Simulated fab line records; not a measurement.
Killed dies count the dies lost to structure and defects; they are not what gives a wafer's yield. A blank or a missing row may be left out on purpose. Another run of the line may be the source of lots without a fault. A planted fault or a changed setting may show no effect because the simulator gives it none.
fab line records	flow sky130
record: lots: 12	wafers: 36	last-day: 50
route steps=708 shown POLY_GATE@218 SD_N@356 SD_P@359 CONTACT@410
lots untouched by any fault: they come from a run of this same line in which no faults occurred
start-h: start of the lot's first displayed wafer, in hours after the record's first day	wait-h: hours from the lot's prior step to this one	" the same as in the row above	L1.1+2: a row that stands for several wafers	- no value, or no start given	* or withheld: withheld	< > ~ a bound
route shown NAME@n: NAME is a module with steps in the file, n the number in the route of the first one	usual: mean/standard deviation of fault-free wafers	same: alike in all rows	chamber/n: place in a boat	sites: readings site by site	_std_site: standard deviation of those values	_edge_site: outer sites' mean less inner sites'	radius-mm: for every site, how far away it sits from the centre of the wafer	mask NAME#n: copy n	behind: the most recent tool/chamber to have shaped the wafer	hold: reason for holding the lot/hours on hold/outcome of the hold	device: the transistor (n, p or np) that didn't switch	end of line: tests run on the same wafers once the route is complete	a step without rows: its recipe alone	killed: dies that structure and defects cost at the first sort, which is not the same as the wafer's yield	map: dies across one wafer; x = killed, . = not, _ = none there
set.NAME: the setting the step ran with; set.NAME@STEP: the setting that earlier step ran with	model.NAME: the simulator's own value behind a step, which no gauge read
route steps across a sampled set of lots; one table per step, one row per wafer
services: the hour from which a tool's chamber was out of use, counted from the record's first day as start-h (under 0 if before that day), plus the number of hours and why
== steps ==
step: SKY_POLY_GATE_THK_MEAS_04
recipe: reads: Si3N4_of_POLY_GATE_CVD_03
usual: POLY_GATE_CVD_03_THK: 75.1/0.69
lot.wafer	tool	chamber	start-h	wait-h	POLY_GATE_CVD_03_THK[nm]
L408.1	film-metro-04	-	341.41	0.0	74.9
L408.4	"	-	"	"	74.7
L408.6	"	-	"	"	74.7
L409.1	film-metro-03	-	349.51	0.0	75.4
L409.4	"	-	"	"	75.5
L409.5	"	-	"	"	75.3
L410.1	film-metro-04	-	356.38	0.0	75.6
L410.2	"	-	"	"	75.0
L410.5	"	-	"	"	74.9
L416.2	film-metro-02	-	411.35	0.0	74.8
L416.3	"	-	"	"	74.9
L416.6	"	-	"	"	75.0
L418.1	film-metro-02	-	425.57	0.0	73.6
L418.2	"	-	"	"	73.9
L418.5	"	-	"	"	74.0
L424.1	film-metro-02	-	487.01	0.0	75.1
L424.2	"	-	"	"	74.7
L424.5	"	-	"	"	74.9
L426.2	film-metro-04	-	506.91	0.0	74.9
L426.4	"	-	"	"	75.3
L426.6	"	-	"	"	74.9
L425.2	film-metro-04	-	509.32	0.0	75.4
L425.3	"	-	"	"	75.3
L425.6	"	-	"	"	75.1
L427.1	film-metro-03	-	518.67	0.0	74.5
L427.5	"	-	"	"	74.7
L427.6	"	-	"	"	74.7
L428.1	film-metro-02	-	520.03	0.0	74.8
L428.2	"	-	"	"	75.6
L428.5	"	-	"	"	75.5
L429.1	film-metro-04	-	529.45	0.0	74.4
L429.2	"	-	"	"	74.6
L429.4	"	-	"	"	74.4
L430.1	film-metro-04	-	534.18	0.0	75.4
L430.3	"	-	"	"	75.2
L430.4	"	-	"	"	75.2
step: SKY_SD_N_RTA_14
recipe: temp-c: 1075	time-s: 2	idle-temp-c: 650	ramp-up-c-per-s: 150	ramp-down-c-per-s: 90	ambient: N2
usual: chamber-o2-ppm: 1.999/0.024	lamp-power-pct: 15.74/0.054	wafer_temp_C_max: 1078.1/1.5
lot.wafer	tool	chamber	start-h	wait-h	chamber-o2-ppm	lamp-power-pct	wafer_temp_C_max
L408.1	rtp-anneal-01	0	643.02	0.0	1.957	15.79	1079.8
L408.4	"	0	"	"	1.990	15.73	1078.7
L408.6	"	0	"	"	1.975	15.82	1077.1
L409.1	rtp-anneal-02	0	652.80	0.0	2.010	15.73	1077.3
L409.4	"	0	"	"	2.020	15.84	1079.0
L409.5	"	0	"	"	2.014	15.76	1080.6
L410.1	rtp-anneal-01	0	663.34	0.0	2.023	15.79	1076.8
L410.2	"	0	"	"	2.035	15.76	1079.3
L410.5	"	0	"	"	2.049	15.74	1077.6
L416.2	rtp-anneal-01	0	715.41	0.0	1.986	15.86	1088.9
L416.3	"	0	"	"	1.991	15.86	1086.8
L416.6	"	0	"	"	1.978	16.04	1091.1
L418.1	rtp-anneal-01	0	728.32	0.0	1.973	15.95	1090.7
L418.2	"	0	"	"	1.954	15.94	1090.9
L418.5	"	0	"	"	2.004	15.85	1091.1
L424.1	rtp-anneal-02	0	779.42	0.0	1.983	15.65	1080.2
L424.2	"	0	"	"	2.004	15.88	1077.6
L424.5	"	0	"	"	2.017	15.76	1077.4
L426.2	rtp-anneal-02	0	796.95	0.0	2.015	15.77	1077.2
L426.4	"	0	"	"	1.973	15.72	1078.5
L426.6	"	0	"	"	2.005	15.75	1077.0
L425.2	rtp-anneal-01	0	800.65	0.0	2.011	15.72	1078.3
L425.3	"	0	"	"	1.989	15.74	1076.9
L425.6	"	0	"	"	1.981	15.76	1077.5
L427.1	rtp-anneal-02	0	807.62	0.0	2.020	15.68	1076.6
L427.5	"	0	"	"	2.027	15.79	1082.2
L427.6	"	0	"	"	2.002	15.71	1078.6
L428.1	rtp-anneal-01	0	809.77	0.0	2.000	15.75	1077.7
L428.2	"	0	"	"	2.010	15.77	1078.9
L428.5	"	0	"	"	2.001	15.66	1077.2
L429.1	rtp-anneal-02	0	816.27	0.0	2.000	15.67	1078.8
L429.2	"	0	"	"	2.032	15.62	1077.3
L429.4	"	0	"	"	2.005	15.81	1078.2
L430.1	rtp-anneal-01	0	821.56	0.0	2.027	15.80	1079.8
L430.3	"	0	"	"	2.022	15.71	1078.2
L430.4	"	0	"	"	2.023	15.77	1080.2
step: SKY_SD_N_RS_MEAS_16
recipe: thk-meas-gauge: four-point-probe
usual: SD_N_RS: 68.54/0.13
lot.wafer	tool	chamber	start-h	wait-h	SD_N_RS[ohm/sq]
L408.1	film-metro-02	-	643.19	0.1	68.38
L408.4	"	-	"	"	68.52
L408.6	"	-	"	"	68.41
L409.1	film-metro-04	-	652.98	0.1	68.65
L409.4	"	-	"	"	68.68
L409.5	"	-	"	"	68.56
L410.1	film-metro-02	-	663.51	0.1	68.72
L410.2	"	-	"	"	68.60
L410.5	"	-	"	"	68.77
L416.2	film-metro-03	-	715.60	0.1	66.29
L416.3	"	-	"	"	66.31
L416.6	"	-	"	"	66.47
L418.1	film-metro-03	-	728.49	0.1	66.38
L418.2	"	-	"	"	66.24
L418.5	"	-	"	"	66.48
L424.1	film-metro-03	-	779.60	0.1	68.44
L424.2	"	-	"	"	68.57
L424.5	"	-	"	"	68.59
L426.2	film-metro-02	-	797.13	0.1	68.71
L426.4	"	-	"	"	68.68
L426.6	"	-	"	"	68.67
L425.2	film-metro-02	-	800.83	0.1	68.41
L425.3	"	-	"	"	68.43
L425.6	"	-	"	"	68.63
L427.1	film-metro-02	-	807.79	0.1	68.52
L427.5	"	-	"	"	68.52
L427.6	"	-	"	"	68.57
L428.1	film-metro-03	-	809.94	0.1	68.37
L428.2	"	-	"	"	68.58
L428.5	"	-	"	"	68.33
L429.1	film-metro-04	-	816.44	0.1	68.76
L429.2	"	-	"	"	68.56
L429.4	"	-	"	"	68.43
L430.1	film-metro-04	-	821.73	0.1	68.62
L430.3	"	-	"	"	68.53
L430.4	"	-	"	"	68.60
step: SKY_SD_N_RS_MEAS_17
recipe: thk-meas-gauge: four-point-probe
usual: SD_P_RS: 147.0/0.41
lot.wafer	tool	chamber	start-h	wait-h	SD_P_RS[ohm/sq]
L408.1	film-metro-02	-	643.31	0.1	146.7
L408.4	"	-	"	"	147.1
L408.6	"	-	"	"	146.7
L409.1	film-metro-04	-	653.10	0.1	147.2
L409.4	"	-	"	"	146.9
L409.5	"	-	"	"	146.7
L410.1	film-metro-02	-	663.63	0.1	147.6
L410.2	"	-	"	"	147.5
L410.5	"	-	"	"	146.9
L416.2	film-metro-03	-	715.72	0.1	137.0
L416.3	"	-	"	"	136.7
L416.6	"	-	"	"	136.7
L418.1	film-metro-03	-	728.61	0.1	136.8
L418.2	"	-	"	"	136.5
L418.5	"	-	"	"	137.0
L424.1	film-metro-03	-	779.72	0.1	146.7
L424.2	"	-	"	"	146.8
L424.5	"	-	"	"	146.4
L426.2	film-metro-02	-	797.25	0.1	147.3
L426.4	"	-	"	"	147.2
L426.6	"	-	"	"	147.3
L425.2	film-metro-02	-	800.95	0.1	146.7
L425.3	"	-	"	"	146.4
L425.6	"	-	"	"	147.0
L427.1	film-metro-02	-	807.91	0.1	147.3
L427.5	"	-	"	"	147.6
L427.6	"	-	"	"	147.1
L428.1	film-metro-03	-	810.06	0.1	146.7
L428.2	"	-	"	"	146.8
L428.5	"	-	"	"	147.0
L429.1	film-metro-04	-	816.56	0.1	146.9
L429.2	"	-	"	"	147.4
L429.4	"	-	"	"	146.8
L430.1	film-metro-04	-	821.85	0.1	147.6
L430.3	"	-	"	"	147.2
L430.4	"	-	"	"	147.2
step: SKY_CONTACT_CMP_04
recipe: material: SiO2	down-force-psi: 4	platen-rpm: 60	pad-velocity-m-s: 0.94248
usual: motor-current-A: 11.7/0.83	platen-rpm: 60.00/0.041	time-to-endpoint-s: 81/4.5
lot.wafer	tool	chamber	start-h	wait-h	motor-current-A	platen-rpm	time-to-endpoint-s
L408.4	cmp-02	3	704.07	0.1	12.2	60.02	73
L408.1	"	0	"	"	12.5	60.05	79
L408.6	"	2	"	"	11.5	60.01	78
L409.1	cmp-02	3	712.50	0.1	12.3	59.99	75
L409.4	"	1	"	"	11.1	60.02	79
L409.5	"	3	"	"	12.3	59.99	77
L410.2	cmp-02	0	723.45	0.3	12.1	60.01	76
L410.1	"	2	"	"	11.4	60.07	75
L410.5	"	0	"	"	12.0	60.01	83
L416.2	cmp-01	1	773.89	0.1	11.5	60.01	75
L416.3	"	2	"	"	10.8	60.01	74
L416.6	"	0	"	"	13.7	59.99	75
L418.2	cmp-02	1	785.50	0.1	10.6	60.01	78
L418.1	"	3	"	"	12.4	60.00	75
L418.5	"	0	"	"	11.7	60.00	74
L424.1	cmp-01	2	837.43	0.3	11.1	60.01	84
L424.2	"	3	"	"	12.1	60.01	86
L424.5	"	1	"	"	11.2	60.06	87
L426.4	cmp-01	0	853.31	0.0	13.9	60.03	83
L426.2	"	1	"	"	11.0	59.99	78
L426.6	"	1	"	"	11.2	59.99	83
L425.3	cmp-01	0	857.56	0.0	13.0	60.00	82
L425.2	"	1	"	"	11.7	59.97	85
L425.6	"	1	"	"	11.2	59.93	85
L427.1	cmp-02	3	864.39	0.1	12.2	60.00	81
L427.5	"	2	"	"	11.7	59.96	83
L427.6	"	3	"	"	11.8	60.03	81
L428.2	cmp-01	2	866.80	0.1	10.8	59.99	82
L428.1	"	3	"	"	11.7	60.01	76
L428.5	"	1	"	"	11.4	59.97	79
L429.2	cmp-02	0	870.64	0.0	11.5	59.96	89
L429.4	"	1	"	"	10.2	60.00	87
L429.1	"	3	"	"	12.5	60.00	88
L430.4	cmp-01	1	877.14	0.0	11.1	60.02	84
L430.3	"	2	"	"	11.4	59.99	85
L430.1	"	3	"	"	13.0	60.05	78
step: SKY_CONTACT_THK_MEAS_26
recipe: thk-meas-gauge: xrf	reads: W_of_CONTACT_CVD_24
usual: CONTACT_W_THK: 348/7
lot.wafer	tool	chamber	start-h	wait-h	CONTACT_W_THK[nm]
L408.1	film-metro-03	-	732.82	0.1	349
L408.4	"	-	"	"	351
L408.6	"	-	"	"	347
L409.1	film-metro-03	-	741.55	0.1	346
L409.4	"	-	"	"	343
L409.5	"	-	"	"	344
L410.1	film-metro-01	-	752.80	0.1	339
L410.2	"	-	"	"	334
L410.5	"	-	"	"	342
L416.2	film-metro-03	-	801.92	0.1	357
L416.3	"	-	"	"	349
L416.6	"	-	"	"	356
L418.1	film-metro-03	-	813.45	0.1	350
L418.2	"	-	"	"	351
L418.5	"	-	"	"	348
L424.1	film-metro-03	-	864.54	0.1	354
L424.2	"	-	"	"	354
L424.5	"	-	"	"	354
L426.2	film-metro-04	-	879.81	0.1	345
L426.4	"	-	"	"	345
L426.6	"	-	"	"	347
L425.2	film-metro-03	-	884.36	0.1	355
L425.3	"	-	"	"	356
L425.6	"	-	"	"	354
L427.1	film-metro-04	-	891.95	0.1	347
L427.5	"	-	"	"	346
L427.6	"	-	"	"	350
L428.1	film-metro-03	-	894.12	0.1	357
L428.2	"	-	"	"	342
L428.5	"	-	"	"	345
L429.1	film-metro-04	-	897.57	0.1	343
L429.2	"	-	"	"	350
L429.4	"	-	"	"	341
L430.1	film-metro-03	-	904.80	0.1	349
L430.3	"	-	"	"	354
L430.4	"	-	"	"	354
== services ==
tool	chamber	start-h	hours	kind
cmp-01	-	659.68	0.3	repair
cmp-01	-	678.46	10.0	pm
cmp-02	-	691.07	2.4	repair
cmp-02	-	696.63	5.6	pm
cmp-01	-	698.88	33.3	repair
cmp-01	-	744.08	4.0	pm
cmp-02	-	746.17	4.1	repair
cmp-01	-	748.08	-	consumable-replace:conditioner
cmp-01	-	748.08	-	consumable-replace:pad
cmp-02	-	770.32	0.8	repair
cmp-01	-	781.59	1.7	repair
cmp-02	-	834.53	3.8	repair
cmp-01	-	849.31	3.4	repair
cmp-01	-	861.18	0.8	repair
== key ==
first-sign: step: SKY_SD_N_RTA_14	reading: wafer_temp_C_max	direction: up	sigmas: 8.1	usual: *	struck: *
effect: step: SKY_SD_N_RTA_14	reading: lamp-power-pct	direction: up	sigmas: 3.2	usual: 15.74	struck: 15.92
effect: step: SKY_SD_N_RS_MEAS_16	reading: SD_N_RS	direction: down	sigmas: 17	usual: 68.54	struck: 66.36
effect: step: SKY_SD_N_RS_MEAS_17	reading: SD_P_RS	direction: down	sigmas: 25	usual: 147.0	struck: 136.8
met-at SKY_SD_N_RTA_14
struck-lots L416,L418
tester-left-out L416,L418
not-acting-at SKY_POLY_GATE_THK_MEAS_04,SKY_CONTACT_CMP_04,SKY_CONTACT_THK_MEAS_26
onset-between 663.34 715.41
fault: kind: process-parameter-drift	tool: rtp-anneal-01	chamber: -	onset-h: 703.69	steps: SKY_SD_N_RTA_14	channel: temp-c	offset: *	shape: step	end-h: 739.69	acts-in: *	stated: *
tester-left-out: of these lots the tester's yield and bins aren't shown, on N5 and GAA mostly nor the transistor test; their killed dies are dies lost to structure and defects alone, not to doping, threshold or leakage, so they don't give the yield
